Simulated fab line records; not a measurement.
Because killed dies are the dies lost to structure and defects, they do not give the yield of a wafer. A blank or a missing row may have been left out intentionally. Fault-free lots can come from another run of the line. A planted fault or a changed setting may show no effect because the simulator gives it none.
A lot that was struck, set against a sound lot || flow sky130 || 16 out of 708 route steps
Sound: the wafers L888.1, L888.3, L888.5. Struck: wafer L902.5; the same lot's L902.2 was not struck, so it is left out; see the end for the cause.
Order at every step that has rows: each side's tool, ch and its chambers, its first start. Under that, the readings that differ: sound wafers || struck wafers || difference of the means || sigmas: that difference in standard deviations of wafers without a fault.
alike: readings whose means differ by less than 2 such deviations, and words and numbers that are the same on both sides. not compared: withheld readings, readings that some wafer has no value for, bounds like >300 that may hide the same value, and numbers for which the record gives no deviation and whose values overlap.
The two part at a step that has a row with sigmas, a row that says differs or no value, or rows on one side only. Numbers that have no deviation but don't overlap get no sigmas and don't part them. A reading missing from all wafers of one side parts the sides only when that side holds two or more wafers.

first, 3 steps without rows for these wafers: SKY_VIA3_EXPOSE_09 (exposes mask VIM3, target cd 200 nm); SKY_VIA3_PEB_10; SKY_VIA3_DEVELOP_11 (develop time 60 s).
SKY_VIA3_CD_MEAS_12: target cd 200 nm.
  sound on cdSem-01 at day 40 00:15; struck on cdSem-01 at day 43 17:52
  alike: cdNm
SKY_VIA3_OVL_MEAS_13:
  sound on overlay-02 at day 40 00:22; struck on overlay-01 at day 43 17:58
{"reading": "VIA3_OVL (nm)", "sound": "4 16 15", "struck": -5, "difference": -17, "sigmas": -3}
SKY_VIA3_ETCH_14: etches BARC in N2/H2, stops on SiO2, time 45.9 s, target depth 60 nm.
  sound on rieDiel-01 ch 0,1,3, day 40 00:24; struck on rieDiel-02 ch 3, day 43 18:00
  alike: drypumpMotorCurrentA, oesProductAu, rfFwdPowerW, throttleValvePct
  not compared: rfHoursCounterH
SKY_VIA3_ETCH_15: etches SiO2 in C4F8/O2/Ar, stops on TiN, target depth 507 nm, time 78 s.
  sound on rieDiel-01 ch 0,1,3, day 40 00:27; struck on rieDiel-02 ch 3, day 43 18:03
  alike: oesProductAu, rfFwdPowerW
SKY_VIA3_STRIP_16: strips in O2/N2.
  sound on plasmaAsher-01 ch 0,1, day 40 00:31; struck on plasmaAsher-03 ch 0, day 43 18:07
  alike: drypumpMotorCurrentA, oesProductAu, stripTimeToEndpointS
  not compared: rfHoursCounterH
then, 3 steps without rows for these wafers: SKY_VIA3_STRIP_17 (strips in post etch residue remover, time 1200 s); SKY_VIA3_CLEAN_18 (cleans in IPA, time 180 s); SKY_VIA3_CLEAN_19 (cleans in O3/DIW).
SKY_VIA3_SPUTTER_20: material TiN, target thk 20 nm, time 80 s.
  sound on pvdSputter-01 at day 40 01:08; struck on pvdSputter-02 at day 43 18:46
  alike: cathodeDcPowerW, chamberPressurePa, throttleValvePct
SKY_VIA3_CVD_21: deposits W, target thk 390 nm, time 117.31 s.
  sound on cvdW-01 ch 0,1, day 40 01:12; struck on cvdW-02 ch 0, day 43 18:49
{"reading": "model.W_of_VIA3_CVD_21.thkNm (nm)", "sound": "396.2 398.3 389.3", "struck": 417.6, "difference": "+23.0", "sigmas": ""}
  alike: heaterPowerW
SKY_VIA3_RS_MEAS_22: uses a four-point probe to measure.
  sound on filmMetro-04 at day 40 01:19; struck on filmMetro-02 at day 43 18:58
{"reading": "VIA3_W_RS (ohm/sq)", "sound": "0.290 0.288 0.296", "struck": 0.275, "difference": -0.016, "sigmas": -4}
SKY_VIA3_THK_MEAS_23: measures by xrf.
  sound on filmMetro-04 at day 40 01:26; struck on filmMetro-02 at day 43 19:05
{"reading": "VIA3_W_THK (nm)", "sound": "390 393 386", "struck": 408, "difference": "+18", "sigmas": "+3"}
SKY_VIA3_CMP_24: polishes, stops on SiO2, t overpolish 20 s, target thk 0 nm.
  sound on cmp-02 ch 0,2,3, day 40 01:33; struck on cmp-01 ch 0, day 43 19:14
  alike: motorCurrentA

## WHERE THEY PART
Earliest at SKY_VIA3_OVL_MEAS_13; latest, in this record, at SKY_VIA3_THK_MEAS_23. Later steps at which nothing parts them and some readings are alike: SKY_VIA3_CMP_24.

WHY: what had been put in by the simulator
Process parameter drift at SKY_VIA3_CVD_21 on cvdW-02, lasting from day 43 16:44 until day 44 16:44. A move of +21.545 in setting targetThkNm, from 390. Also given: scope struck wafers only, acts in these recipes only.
